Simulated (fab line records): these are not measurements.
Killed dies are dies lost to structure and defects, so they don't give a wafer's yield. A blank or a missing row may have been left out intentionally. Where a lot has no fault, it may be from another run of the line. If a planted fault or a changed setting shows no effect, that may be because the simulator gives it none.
Chamber matching | flow sky130 | 4 sister chambers for SKY_LI_CONTACT_ETCH_15 on rie diel-04
The step etches PSG in C4F8/O2/Ar, stops on Si, target depth 600 nm. 14 wafers are shown with their chamber, then 7 later ones without.

== WAFERS PAIRED WITH THEIR CHAMBERS ==
wafer  | chamber | oes product au (a.u.)
L076.1 | 1       | 0.835
L076.2 | 2       | 0.838
L076.4 | 1       | 0.836
L080.1 | 3       | 0.835
L080.2 | 0       | 0.839
L080.3 | 2       | 0.842
L080.4 | 1       | 0.847
L080.5 | 3       | 0.838
L080.6 | 2       | 0.836
L086.3 | 0       | 0.837
L086.4 | 1       | 0.838
L086.5 | 0       | 0.839
L093.1 | 2       | 0.849
L093.2 | 1       | 0.837

SIGNATURES (averages over the wafers above)
reading        | chamber 0 | chamber 1 | chamber 2 | chamber 3 | scatter within a chamber
oes product au | 0.83833   | 0.83860   | 0.84125   | 0.83650   | 0.00446
Rule: for a wafer and a chamber, the distance is found by dividing, reading by reading, the gap between the wafer's reading and the chamber's mean by the reading's scatter, squaring, summing and taking the root. The wafer belongs to the nearest chamber; if the next one is less than 2 further off, it can't be placed. The scatter: the root of (the sum of the squares of (reading less its chamber's mean) over the shown wafers, divided by (wafers less chambers)).

== WAFERS WITH NO CHAMBER GIVEN ==
wafer  | oes product au (a.u.)
L093.3 | 0.842
L093.4 | 0.848
L093.5 | 0.830
L093.6 | 0.837
L096.2 | 0.834
L096.5 | 0.840
L096.6 | 0.829

== WHICH CHAMBER EACH ONE RAN IN ==
wafer  | from the rows above               | in truth
L093.3 | can't be placed: 2 or 1 or 0 or 3 | 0
L093.4 | can't be placed: 2 or 1 or 0 or 3 | 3
L093.5 | can't be placed: 3 or 0 or 1 or 2 | 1
L093.6 | can't be placed: 3 or 0 or 1 or 2 | 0
L096.2 | can't be placed: 3 or 0 or 1 or 2 | 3
L096.5 | can't be placed: 2 or 1 or 0 or 3 | 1
L096.6 | can't be placed: 3 or 0 or 1 or 2 | 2
0 of 7 placed correctly. Cannot be placed on the basis of these rows: 7; the candidates contain the true chamber in 7. Placed wrongly: 0.
